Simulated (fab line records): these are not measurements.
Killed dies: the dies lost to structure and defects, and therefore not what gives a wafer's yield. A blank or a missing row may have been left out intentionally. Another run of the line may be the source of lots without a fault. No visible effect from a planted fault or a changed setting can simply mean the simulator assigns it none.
fab line records ; flow sky130
[record] lots = 6; wafers = 18; last_day = 50
route steps=708 shown NWELL@59 PAD_OPEN@708
lots with no fault: from the same line, run without faults
start_h: start of the lot's first displayed wafer, in hours after the record's first day ; wait_h: hours from the lot's prior step to this one ; " identical to the entry in the row above ; L1.1+2: a single row standing in for several wafers ; - no value, or no start was given ; * or withheld: withheld ; < > ~ a bound
route shown NAME@n: names a module that has steps shown in the file, with the first one's number in the route ; usual: the fault-free wafers' mean and standard deviation ; same: alike in all rows ; chamber/n: place in a boat ; sites: per-site readings ; _std_site: the standard deviation of these ; _edge_site: outer sites' mean less inner sites' ; radius_mm: how far each site lies from the wafer's centre ; mask NAME#n: copy n ; behind: the most recent tool/chamber to have shaped the wafer ; hold: the reason the lot was held/the length of the hold in hours/how it ended ; device: whichever transistor did not switch (one of n, p or np) ; end of line: the route-end tests of the same wafers ; step lacking rows: just its recipe ; killed: the dies lost at the first sort to structure and to defects; this is not the yield of the wafer ; map: shows each die of a wafer: x if killed, . if not, _ if none is there
set.NAME: the setting that was run; set.NAME@STEP: the one run at that earlier step ; model.NAME: the simulator's own value behind a step, which no gauge read
certain route steps with their lots: each step a table, each wafer a row
services: a tool's chamber out of use, with start hour (start_h, from the record's first day; less than 0 if before it), hours out, and reason
[[steps]]
[step SKY_NWELL_SOFTBAKE_06]
[recipe] temp_c = 110; time_s = withheld
[step SKY_NWELL_EXPOSE_07]
[recipe] mask_id = NWM; na = 0.6; source_shape = conventional; sigma_outer = 0.6; polarization = unpolarized; target_cd_nm = 840; dose_mj = 255
[step SKY_NWELL_PEB_08]
[recipe] temp_c = 115; time_s = withheld
[step SKY_NWELL_DEVELOP_09]
[recipe] wall_angle_deg = 90; developer = TMAH; develop_time_s = 60; dev_temp_c = 23
[step SKY_NWELL_OVL_MEAS_10]
[usual] NWELL_00_OVL = -0.6/1.3
lot.wafer;tool;chamber;start_h;wait_h;NWELL_00_OVL[nm]
L646.1;overlay-02;-;125.57;-;-1.1
L646.2;overlay-02;-;125.57;-;0.9
L646.3;overlay-02;-;125.57;-;-0.3
L649.1;overlay-02;-;150.01;-;-0.5
L649.2;overlay-02;-;150.01;-;0.2
L649.6;overlay-02;-;150.01;-;-0.2
L651.1;overlay-01;-;161.02;-;-1.8
L651.2;overlay-01;-;161.02;-;-0.2
L651.3;overlay-01;-;161.02;-;-0.2
L653.4;overlay-01;-;170.39;-;0.8
L653.5;overlay-01;-;170.39;-;-1.5
L653.6;overlay-01;-;170.39;-;-0.2
L658.3;overlay-02;-;197.23;-;0.0
L658.5;overlay-02;-;197.23;-;1.8
L658.6;overlay-02;-;197.23;-;1.9
L660.1;overlay-02;-;207.31;-;-0.8
L660.2;overlay-02;-;207.31;-;0.5
L660.4;overlay-02;-;207.31;-;-1.0
[step SKY_NWELL_IMPLANT_11]
[recipe] species = P; energy_kev = 400; dose_cm2 = 1.9e+13; tilt_deg = withheld
[step SKY_NWELL_IMPLANT_12]
[recipe] species = P; energy_kev = 120; dose_cm2 = 1.3e+12; tilt_deg = withheld
[step SKY_NWELL_IMPLANT_13]
[recipe] species = P; energy_kev = 50; dose_cm2 = 7e+11; tilt_deg = withheld
[step SKY_NWELL_STRIP_14]
[recipe] chemistry = O2/N2; power_w = 1400; pressure_mtorr = 1500; platen_temp_c = withheld; o2_flow_sccm = 3000; n2_flow_sccm = 300; overash_fraction = 0.5
[usual] drypump_motor_current_A = 5.5/0.4; oes_product_au = 0.723/0.0045; strip_time_to_endpoint_s = 36.92/0.083
lot.wafer;tool;chamber;start_h;wait_h;drypump_motor_current_A;oes_product_au;rf_hours_counter_h;strip_time_to_endpoint_s
L646.1;plasma_asher-02;1;126.06;0.1;5.2;0.720;1;36.91
L646.2;plasma_asher-02;0;126.06;0.1;5.6;0.730;1;36.94
L646.3;plasma_asher-02;0;126.06;0.1;5.6;0.725;-;37.00
L649.1;plasma_asher-03;0;150.49;0.1;5.0;0.725;33;37.01
L649.2;plasma_asher-03;1;150.49;0.1;5.9;0.721;33;36.97
L649.6;plasma_asher-03;0;150.49;0.1;5.0;0.725;-;37.11
L651.1;plasma_asher-03;0;161.51;0.1;5.0;0.730;34;36.95
L651.2;plasma_asher-03;1;161.51;0.1;5.9;0.719;34;36.87
L651.3;plasma_asher-03;0;161.51;0.1;5.1;0.719;-;36.81
L653.4;plasma_asher-03;1;170.89;0.1;5.9;0.726;-;36.95
L653.5;plasma_asher-03;0;170.89;0.1;5.0;0.720;-;36.94
L653.6;plasma_asher-03;1;170.89;0.1;5.9;0.722;-;36.95
L658.3;plasma_asher-02;0;197.74;0.1;5.6;0.732;-;36.76
L658.5;plasma_asher-02;1;197.74;0.1;5.2;0.727;-;36.90
L658.6;plasma_asher-02;0;197.74;0.1;5.7;0.718;-;36.80
L660.1;plasma_asher-03;0;207.79;0.1;5.1;0.725;39;36.90
L660.2;plasma_asher-03;1;207.79;0.1;5.9;0.728;39;36.84
L660.4;plasma_asher-03;1;207.79;0.1;5.9;0.725;-;36.81
[step SKY_NWELL_TW_MEAS_15]
[usual] NWELL_TW = 1807/14
lot.wafer;tool;chamber;start_h;wait_h;NWELL_TW
L646.1;film_metro-03;-;126.16;0.1;1812
L646.2;film_metro-03;-;126.16;0.1;1816
L646.3;film_metro-03;-;126.16;0.1;1828
L649.1;film_metro-02;-;150.59;0.1;1793
L649.2;film_metro-02;-;150.59;0.1;1792
L649.6;film_metro-02;-;150.59;0.1;1784
L651.1;film_metro-03;-;161.61;0.1;1820
L651.2;film_metro-03;-;161.61;0.1;1826
L651.3;film_metro-03;-;161.61;0.1;1827
L653.4;film_metro-02;-;170.99;0.1;1788
L653.5;film_metro-02;-;170.99;0.1;1799
L653.6;film_metro-02;-;170.99;0.1;1780
L658.3;film_metro-02;-;197.83;0.1;1795
L658.5;film_metro-02;-;197.83;0.1;1795
L658.6;film_metro-02;-;197.83;0.1;1791
L660.1;film_metro-02;-;207.89;0.1;1793
L660.2;film_metro-02;-;207.89;0.1;1793
L660.4;film_metro-02;-;207.89;0.1;1788
[step SKY_NWELL_DEHYDRATE_16]
[recipe] temp_c = 200; time_s = 60
[step SKY_NWELL_HMDS_17]
[recipe] prime_time_s = 60; prime_temp_c = 120
[step SKY_NWELL_COAT_18]
[recipe] spin_rpm = 2000; resist_thk_nm = 3000
lot.wafer;tool;chamber;start_h;wait_h;model.coat_of_NWELL_COAT_18.thk_nm
L646.1;litho_track-02;0;135.07;0.1;2987
L646.2;litho_track-02;0;135.07;0.1;2985
L646.3;litho_track-02;0;135.07;0.1;2994
L649.1;litho_track-03;0;160.01;0.1;3006
L649.2;litho_track-03;0;160.01;0.1;3011
L649.6;litho_track-03;0;160.01;0.1;3008
L651.1;litho_track-03;0;171.66;0.1;959.5
L651.2;litho_track-03;0;171.66;0.1;958
L651.3;litho_track-03;0;171.66;0.1;959.4
L653.4;litho_track-03;0;180.88;0.1;956.4
L653.5;litho_track-03;0;180.88;0.1;955.9
L653.6;litho_track-03;0;180.88;0.1;955.4
L658.3;litho_track-04;0;207.92;0.1;3007
L658.5;litho_track-04;0;207.92;0.1;3002
L658.6;litho_track-04;0;207.92;0.1;3005
L660.1;litho_track-02;0;218.42;0.1;2997
L660.2;litho_track-02;0;218.42;0.1;2986
L660.4;litho_track-02;0;218.42;0.1;2992
[step SKY_NWELL_SOFTBAKE_19]
[recipe] temp_c = 110.7; time_s = withheld
[step SKY_NWELL_EXPOSE_20]
[recipe] mask_id = NWM_COMPLEMENT; na = 0.6; source_shape = conventional; sigma_outer = 0.6; polarization = unpolarized; target_cd_nm = 840; dose_mj = 260
[step SKY_NWELL_PEB_21]
[recipe] temp_c = 115; time_s = withheld
[step SKY_NWELL_DEVELOP_22]
[recipe] wall_angle_deg = 90; developer = TMAH; develop_time_s = 60; dev_temp_c = 23
lot.wafer;tool;chamber;start_h;wait_h;model.coat_of_NWELL_COAT_18.thk_nm
L646.1;litho_track-03;0;-;-;2977
L646.2;litho_track-03;0;-;-;2975
L646.3;litho_track-03;0;-;-;2984
L649.1;litho_track-04;0;-;-;2996
L649.2;litho_track-04;0;-;-;3001
L649.6;litho_track-04;0;-;-;2998
L651.1;litho_track-03;0;-;-;953.5
L651.2;litho_track-03;0;-;-;952.1
L651.3;litho_track-03;0;-;-;953.4
L653.4;litho_track-02;0;-;-;950.4
L653.5;litho_track-02;0;-;-;949.9
L653.6;litho_track-02;0;-;-;949.4
L658.3;litho_track-02;0;-;-;2997
L658.5;litho_track-02;0;-;-;2992
L658.6;litho_track-02;0;-;-;2995
L660.1;litho_track-03;0;-;-;2987
L660.2;litho_track-03;0;-;-;2976
L660.4;litho_track-03;0;-;-;2982
[step SKY_NWELL_OVL_MEAS_23]
[usual] NWELL_01_OVL = 0.5/1.5
lot.wafer;tool;chamber;start_h;wait_h;NWELL_01_OVL[nm]
L646.1;overlay-02;-;143.51;-;0.3
L646.2;overlay-02;-;143.51;-;0.0
L646.3;overlay-02;-;143.51;-;-2.5
L649.1;overlay-02;-;170.72;-;-0.3
L649.2;overlay-02;-;170.72;-;-0.2
L649.6;overlay-02;-;170.72;-;-0.1
L651.1;overlay-01;-;182.81;-;-0.6
L651.2;overlay-01;-;182.81;-;0.0
L651.3;overlay-01;-;182.81;-;-0.6
L653.4;overlay-02;-;191.39;-;-1.9
L653.5;overlay-02;-;191.39;-;-2.9
L653.6;overlay-02;-;191.39;-;-2.9
L658.3;overlay-01;-;219.13;-;0.4
L658.5;overlay-01;-;219.13;-;1.0
L658.6;overlay-01;-;219.13;-;0.8
L660.1;overlay-01;-;229.10;-;0.6
L660.2;overlay-01;-;229.10;-;1.9
L660.4;overlay-01;-;229.10;-;-1.1
[step SKY_NWELL_IMPLANT_24]
[recipe] species = B; energy_kev = 140; dose_cm2 = 9.2e+12; tilt_deg = withheld
[step SKY_NWELL_STRIP_25]
[recipe] chemistry = O2/N2; power_w = 1400; pressure_mtorr = 1500; platen_temp_c = withheld; o2_flow_sccm = 3000; n2_flow_sccm = 300; overash_fraction = 0.5
[usual] drypump_motor_current_A = 5.5/0.36; oes_product_au = 0.722/0.0047; strip_time_to_endpoint_s = 36.86/0.093
lot.wafer;tool;chamber;start_h;wait_h;drypump_motor_current_A;oes_product_au;rf_hours_counter_h;strip_time_to_endpoint_s
L646.1;plasma_asher-02;0;143.69;0.1;5.6;0.728;2;36.68
L646.2;plasma_asher-02;1;143.69;0.1;5.3;0.721;2;36.67
L646.3;plasma_asher-02;1;143.69;0.1;5.3;0.725;-;36.77
L649.1;plasma_asher-02;0;170.91;0.1;5.6;0.725;5;36.91
L649.2;plasma_asher-02;1;170.91;0.1;5.2;0.725;5;36.97
L649.6;plasma_asher-02;0;170.91;0.1;5.7;0.721;-;36.95
L651.1;plasma_asher-03;1;182.99;0.1;5.9;0.718;36;12.90
L651.2;plasma_asher-03;0;182.99;0.1;5.1;0.714;36;12.89
L651.3;plasma_asher-03;0;182.99;0.1;5.0;0.711;-;12.92
L653.4;plasma_asher-02;1;191.59;0.1;5.2;0.713;-;12.86
L653.5;plasma_asher-02;1;191.59;0.1;5.3;0.716;-;12.84
L653.6;plasma_asher-02;0;191.59;0.1;5.6;0.723;-;12.85
L658.3;plasma_asher-03;1;219.34;0.1;5.9;0.716;-;36.94
L658.5;plasma_asher-03;1;219.34;0.1;5.9;0.728;-;36.86
L658.6;plasma_asher-03;0;219.34;0.1;5.1;0.728;-;36.91
L660.1;plasma_asher-03;0;229.29;0.1;5.1;0.728;42;36.81
L660.2;plasma_asher-03;1;229.29;0.1;5.9;0.726;42;36.69
L660.4;plasma_asher-03;1;229.29;0.1;5.9;0.719;-;36.72
[step SKY_NWELL_TW_MEAS_26]
[usual] NWELL_2_TW = 493/4.1
lot.wafer;tool;chamber;start_h;wait_h;NWELL_2_TW
L646.1;film_metro-02;-;143.79;0.1;489
L646.2;film_metro-02;-;143.79;0.1;491
L646.3;film_metro-02;-;143.79;0.1;486
L649.1;film_metro-01;-;171.01;0.1;494
L649.2;film_metro-01;-;171.01;0.1;502
L649.6;film_metro-01;-;171.01;0.1;499
L651.1;film_metro-02;-;183.09;0.1;487
L651.2;film_metro-02;-;183.09;0.1;493
L651.3;film_metro-02;-;183.09;0.1;487
L653.4;film_metro-01;-;191.69;0.1;497
L653.5;film_metro-01;-;191.69;0.1;499
L653.6;film_metro-01;-;191.69;0.1;500
L658.3;film_metro-01;-;219.43;0.1;489
L658.5;film_metro-01;-;219.43;0.1;492
L658.6;film_metro-01;-;219.43;0.1;490
L660.1;film_metro-03;-;229.39;0.1;499
L660.2;film_metro-03;-;229.39;0.1;498
L660.4;film_metro-03;-;229.39;0.1;498
[step SKY_PAD_OPEN_PROBE_99]
[usual] killed_at_M0_to_M3 = 45/7.1; killed_at_M4_up = 3.0/1.8; killed_at_contacts = 24/5.4; killed_at_front_end = 16/4.9; killed_at_other = 0.3/0.63; killed_dies = 88/11; killed_open = 47/7.4; killed_short = 40/7
[same] gross_dies = 492; killed_at_back_side = 0
lot.wafer;tool;chamber;start_h;wait_h;killed_at_M0_to_M3;killed_at_M4_up;killed_at_contacts;killed_at_front_end;killed_at_other;killed_dies;killed_open;killed_short;model.etest.nfet_16v.r_on_ohm_um;model.etest.pfet_16v.r_on_ohm_um;model.etest.res_iso_pwell.width_nm;model.etest.res_nwell.line_ohm_um;model.etest.res_nwell.width_nm;model.etest.pfet_16v.drive_ua_um;model.etest.nfet_16v.drive_ua_um
L646.1;prober-01;-;1126.62;0.1;48;1;30;15;0;94;50;44;1.429e+04;1.558e+04;2639;1138;849.7;240.9;211.9
L646.2;prober-01;-;1126.67;0.1;48;5;15;17;0;85;42;43;1.422e+04;1.526e+04;2625;1120;848.9;246.9;214.8
L646.3;prober-01;-;1126.72;0.2;44;3;19;21;0;87;48;39;1.432e+04;1.509e+04;2642;1103;852.3;248.5;214.8
L649.1;prober-01;-;1140.02;0.1;53;4;40;13;1;111;60;51;1.439e+04;1.513e+04;2643;1064;840;247.9;213.4
L649.2;prober-01;-;1140.07;0.1;49;0;22;29;0;100;55;45;1.458e+04;1.573e+04;2645;1072;846.9;241.9;212.7
L649.6;prober-01;-;1140.27;0.2;49;3;20;17;0;89;56;33;1.452e+04;1.512e+04;2630;1062;838.7;245.8;212.1
L651.1;prober-01;-;1150.35;0.1;47;2;22;23;1;95;46;49;1.536e+04;1.452e+04;2861;1327;750.1;265.5;211.1
L651.2;prober-01;-;1150.40;0.1;41;4;23;16;0;84;50;34;1.535e+04;1.411e+04;2859;1278;750.5;269.6;213.8
L651.3;prober-01;-;1150.45;0.2;46;5;23;17;0;91;46;44;1.535e+04;1.451e+04;2857;1311;754.3;263;210.5
L653.4;prober-01;-;1156.27;0.2;41;2;15;14;0;72;40;32;1.517e+04;1.459e+04;2853;1255;772.3;264.4;212.5
L653.5;prober-01;-;1156.32;0.2;43;3;20;12;0;78;38;40;1.498e+04;1.391e+04;2832;1217;762.8;273.3;213.6
L653.6;prober-01;-;1156.37;0.2;41;1;25;14;0;81;45;36;1.499e+04;1.459e+04;2838;1263;770.8;267.2;212.3
L658.3;prober-02;-;1182.30;0.2;52;2;27;18;0;99;45;53;1.401e+04;1.505e+04;2665;1159;823.3;239.3;219.2
L658.5;prober-02;-;1182.40;0.2;42;4;26;12;0;84;39;45;1.403e+04;1.524e+04;2663;1198;823.7;237.4;217.6
L658.6;prober-02;-;1182.45;0.2;40;4;24;26;0;94;58;36;1.415e+04;1.492e+04;2676;1150;826.1;239.2;218.1
L660.1;prober-02;-;1188.41;0.1;46;7;26;11;0;90;45;45;1.436e+04;1.549e+04;2643;1089;837;235.6;220.2
L660.2;prober-02;-;1188.46;0.1;29;5;28;14;0;76;34;42;1.418e+04;1.488e+04;2647;1058;833.1;246.5;222.5
L660.4;prober-02;-;1188.56;0.2;36;1;26;21;0;84;56;28;1.42e+04;1.506e+04;2653;1080;841.8;242.8;223.9
// killed by level:class
L646.1 CONTACT:geometric_particle:open=10 VIA1:geometric_particle:open=10 LI_CONTACT:geometric_particle:open=8 VIA3:geometric_particle:short=8 CONTACT:geometric_particle:short=7 VIA2:geometric_particle:open=7 FIELD_ISO:geometric_particle:open=6 METAL1:geometric_particle:short=5
L646.2 VIA1:geometric_particle:open=10 VIA3:geometric_particle:open=7 FIELD_ISO:geometric_particle:short=6 LI_CONTACT:geometric_particle:open=6 VIA1:geometric_particle:short=6 FIELD_ISO:geometric_particle:open=5 METAL3:geometric_particle:short=5 METAL1:geometric_particle:short=4
L646.3 VIA1:geometric_particle:open=10 CONTACT:geometric_particle:open=9 METAL1:geometric_particle:short=5 METAL2:geometric_particle:short=5 VIA2:geometric_particle:open=5 METAL3:geometric_particle:short=5 VIA3:geometric_particle:open=5 FIELD_ISO:geometric_particle:short=4
L649.1 CONTACT:geometric_particle:open=16 VIA1:geometric_particle:open=15 CONTACT:geometric_particle:short=8 VIA3:geometric_particle:open=8 LOCAL_INTERCONNECT:geometric_particle:short=7 METAL2:geometric_particle:short=6 VIA2:geometric_particle:open=6 METAL3:geometric_particle:short=6
L649.2 VIA1:geometric_particle:open=16 FIELD_ISO:geometric_particle:short=12 VIA3:geometric_particle:open=7 LI_CONTACT:geometric_particle:open=7 CONTACT:geometric_particle:open=7 FIELD_ISO:geometric_particle:open=6 POLY_GATE:geometric_particle:short=6 METAL1:geometric_particle:short=5
L649.6 VIA1:geometric_particle:open=16 CONTACT:geometric_particle:open=11 VIA3:geometric_particle:open=9 FIELD_ISO:geometric_particle:short=6 VIA2:geometric_particle:open=6 VIA1:geometric_particle:short=5 METAL2:geometric_particle:short=4 CONTACT:geometric_particle:short=3
L651.1 METAL1:geometric_particle:short=10 POLY_GATE:geometric_particle:open=9 CONTACT:geometric_particle:open=7 CONTACT:geometric_particle:short=7 LI_CONTACT:geometric_particle:open=6 VIA2:geometric_particle:open=6 VIA1:geometric_particle:short=6 VIA1:geometric_particle:open=6
L651.2 VIA2:geometric_particle:open=10 CONTACT:geometric_particle:open=9 VIA1:geometric_particle:short=8 FIELD_ISO:geometric_particle:open=7 LI_CONTACT:geometric_particle:open=7 VIA1:geometric_particle:open=6 VIA2:geometric_particle:short=4 METAL1:geometric_particle:short=4
L651.3 VIA1:geometric_particle:open=11 CONTACT:geometric_particle:open=8 VIA2:geometric_particle:open=8 LI_CONTACT:geometric_particle:open=7 METAL1:geometric_particle:short=7 FIELD_ISO:geometric_particle:short=5 POLY_GATE:geometric_particle:short=5 METAL4:geometric_particle:short=5
L653.4 CONTACT:geometric_particle:open=8 VIA1:geometric_particle:open=8 VIA3:geometric_particle:open=7 FIELD_ISO:geometric_particle:short=6 METAL1:geometric_particle:short=6 METAL2:geometric_particle:short=5 VIA2:geometric_particle:short=4 FIELD_ISO:geometric_particle:open=3
L653.5 METAL1:geometric_particle:short=10 VIA3:geometric_particle:open=9 VIA1:geometric_particle:open=6 CONTACT:geometric_particle:open=6 FIELD_ISO:geometric_particle:short=5 LI_CONTACT:geometric_particle:open=5 LOCAL_INTERCONNECT:geometric_particle:short=4 VIA2:geometric_particle:open=4
L653.6 CONTACT:geometric_particle:open=11 VIA1:geometric_particle:open=11 VIA2:geometric_particle:open=6 POLY_GATE:geometric_particle:open=5 LI_CONTACT:geometric_particle:open=5 METAL2:geometric_particle:short=5 METAL1:geometric_particle:short=5 LI_CONTACT:geometric_particle:short=4
L658.3 VIA1:geometric_particle:open=10 METAL1:geometric_particle:short=9 CONTACT:geometric_particle:short=8 VIA3:geometric_particle:open=6 CONTACT:geometric_particle:open=6 VIA1:geometric_particle:short=6 LI_CONTACT:geometric_particle:open=5 VIA3:geometric_particle:short=5
L658.5 VIA1:geometric_particle:open=12 CONTACT:geometric_particle:open=7 VIA2:geometric_particle:open=7 CONTACT:geometric_particle:short=6 METAL1:geometric_particle:short=6 VIA1:geometric_particle:short=6 FIELD_ISO:geometric_particle:short=5 LI_CONTACT:geometric_particle:open=5
L658.6 LI_CONTACT:geometric_particle:open=8 CONTACT:geometric_particle:open=8 VIA1:geometric_particle:open=8 POLY_GATE:geometric_particle:open=7 METAL2:geometric_particle:open=6 METAL2:geometric_particle:short=6 FIELD_ISO:geometric_particle:open=5 VIA1:geometric_particle:short=5
L660.1 VIA1:geometric_particle:open=8 LI_CONTACT:geometric_particle:open=7 METAL1:geometric_particle:short=7 VIA3:geometric_particle:open=7 CONTACT:geometric_particle:short=6 VIA2:geometric_particle:open=6 VIA3:geometric_particle:short=6 METAL2:geometric_particle:short=5
L660.2 CONTACT:geometric_particle:open=9 VIA1:geometric_particle:open=8 LOCAL_INTERCONNECT:geometric_particle:short=6 METAL2:geometric_particle:short=6 LI_CONTACT:geometric_particle:short=5 LI_CONTACT:geometric_particle:open=5 FIELD_ISO:geometric_particle:short=4 VIA2:geometric_particle:open=4
L660.4 LI_CONTACT:geometric_particle:open=11 CONTACT:geometric_particle:open=8 FIELD_ISO:geometric_particle:open=7 VIA2:geometric_particle:open=7 VIA3:geometric_particle:open=7 POLY_GATE:geometric_particle:open=6 VIA1:geometric_particle:open=5 CONTACT:geometric_particle:short=4
[[services]]
tool;chamber;start_h;hours;kind
plasma_asher-02;-;108.75;9.0;pm
plasma_asher-02;0;108.75;9.0;vent_cycle
plasma_asher-02;1;108.75;9.0;vent_cycle
plasma_asher-02;0;117.75;-;clean
plasma_asher-02;1;117.75;-;clean
litho_track-04;-;150.11;-;consumable_replace:filter
plasma_asher-03;-;172.73;1.1;repair
plasma_asher-02;-;180.17;11.2;repair
plasma_asher-02;-;192.33;2.3;repair
litho_track-04;-;205.54;-;consumable_replace:filter
[[key]]
[first_sign] step = SKY_NWELL_STRIP_25; reading = strip_time_to_endpoint_s; direction = down; sigmas = 99+; usual = *; struck = *
effect none on later readings
[model_effect] step = SKY_NWELL_COAT_18; value = coat_of_NWELL_COAT_18.thk_nm; without = 2992; struck = 957.4
[model_effect] step = SKY_NWELL_DEVELOP_22; value = coat_of_NWELL_COAT_18.thk_nm; without = 2982; struck = 951.4
[model_effect] step = SKY_PAD_OPEN_PROBE_99; value = etest.nfet_16v.r_on_ohm_um; without = 1.394e+04; struck = 1.52e+04
met_at SKY_NWELL_COAT_18
struck_wafers L651.1,L651.2,L651.3,L653.4,L653.5,L653.6
tester_left_out L651,L653
onset_between 160.01 171.66
[fault] kind = process_parameter_drift; tool = litho_track-03; chamber = -; onset_h = 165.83; steps = SKY_NWELL_COAT_18; channel = resist_thk_nm; offset = -2040; shape = step; end_h = 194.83; acts_in = these_recipes_only; stated = 3000
// tester_left_out: of these lots the tester's yield and bins aren't shown, on N5 and GAA mostly nor the transistor test; their killed dies are dies lost to structure and defects alone, not to doping, threshold or leakage, so they don't give the yield
